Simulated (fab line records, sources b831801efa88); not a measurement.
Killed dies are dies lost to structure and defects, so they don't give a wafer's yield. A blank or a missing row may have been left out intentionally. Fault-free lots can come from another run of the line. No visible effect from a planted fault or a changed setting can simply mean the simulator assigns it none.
Check for tools in common ; flow sky130 ; 12 lots, 36 wafers sampled

## WHY THIS WAS OPENED
At SKY_CONTACT_THK_MEAS_03 the reading CONTACT_HDPCVD_THK is flagged on 2 of 12 lots. Wafers without a fault read 564 nm, standard deviation 6.
Rule: a lot gets a flag if all its wafers with a number sit over 4 standard deviations from that mean, or if no wafer of it has a number. The rest of the lots are taken to be sound.

lot;measured;on;CONTACT_HDPCVD_THK (nm), wafer by wafer;flag
L114;day 30 03:50;film_metro-04;560 558 554;
L117;day 31 12:14;film_metro-03;569 559 565;
L118;day 31 20:44;film_metro-04;565 561 564;
L120;day 32 05:31;film_metro-03;569 570 569;
L121;day 32 14:42;film_metro-03;567 554 560;
L123;day 33 09:47;film_metro-04;562 558 561;
L124;day 33 18:18;film_metro-04;422 417 424;FLAGGED
L125;day 34 04:14;film_metro-03;557 557 557;
L126;day 34 11:35;film_metro-03;414 421 424;FLAGGED
L127;day 34 17:34;film_metro-04;563 570 563;
L134;day 36 22:14;film_metro-01;566 554 565;
L136;day 37 18:46;film_metro-01;569 573 571;
On average the flagged lots' numbers are 420 nm, which is -144 nm against the usual, or -24 standard deviations.

## EACH LOT AND THE TOOL IT RAN ON
The record keeps 1 process step preceding the reading, out of 708 steps on the route. Cell contents, in order: the tool; ch with the chambers the sampled wafers went through; the start.
lot;flag;SKY_CONTACT_HDPCVD_02
L114;;hdpcvd-02 ch 0,1, day 30 03:45
L117;;hdpcvd-02 ch 0,1,2, day 31 12:11
L118;;hdpcvd-02 ch 0,1,2, day 31 20:40
L120;;hdpcvd-02 ch 1,2, day 32 05:26
L121;;hdpcvd-01 ch 0,2, day 32 14:37
L123;;hdpcvd-02 ch 0,1,2, day 33 09:39
L124;FLAGGED;hdpcvd-02 ch 0,1,2, day 33 18:14
L125;;hdpcvd-01 ch 0,1,2, day 34 04:09
L126;FLAGGED;hdpcvd-02 ch 0,1, day 34 11:30
L127;;hdpcvd-01 ch 1,2, day 34 17:29
L134;;hdpcvd-01 ch 0,1,2, day 36 22:10
L136;;hdpcvd-02 ch 0,1, day 37 18:41
What these steps do:
- SKY_CONTACT_HDPCVD_02: deposits SiO2, target thk 565 nm, time 94.2 s.
- SKY_CONTACT_THK_MEAS_03

## FLAGGED OVER TOTAL, TOOL BY TOOL (the gauges that took the reading come last)
step;tool;lots run;flagged;share of the flagged lots;sound lots run after its first flagged lot
SKY_CONTACT_HDPCVD_02;hdpcvd-01;4;0;none;-
SKY_CONTACT_HDPCVD_02;hdpcvd-02;8;2;all;1 (L136)
SKY_CONTACT_THK_MEAS_03;film_metro-01;2;0;none;-
SKY_CONTACT_THK_MEAS_03;film_metro-03;5;1;some;0
SKY_CONTACT_THK_MEAS_03;film_metro-04;5;1;some;1 (L127)

## WHAT IS ALLOWED BY THE TABLE
In the table, 1 row covers all flagged lots: hdpcvd-02 at SKY_CONTACT_HDPCVD_02.
- hdpcvd-02 at SKY_CONTACT_HDPCVD_02: 2 of its 8 lots flagged. After the first flagged lot (L136), sound lots still ran on it; a lasting fault on the whole tool would not permit that. Its own readings lie more than 4 standard deviations out on every wafer of the flagged lots: run_length_s.
None of the table's rows ran every flagged lot and, after the first, no sound lot.

## WHAT WAS PUT IN BY THE SIMULATOR
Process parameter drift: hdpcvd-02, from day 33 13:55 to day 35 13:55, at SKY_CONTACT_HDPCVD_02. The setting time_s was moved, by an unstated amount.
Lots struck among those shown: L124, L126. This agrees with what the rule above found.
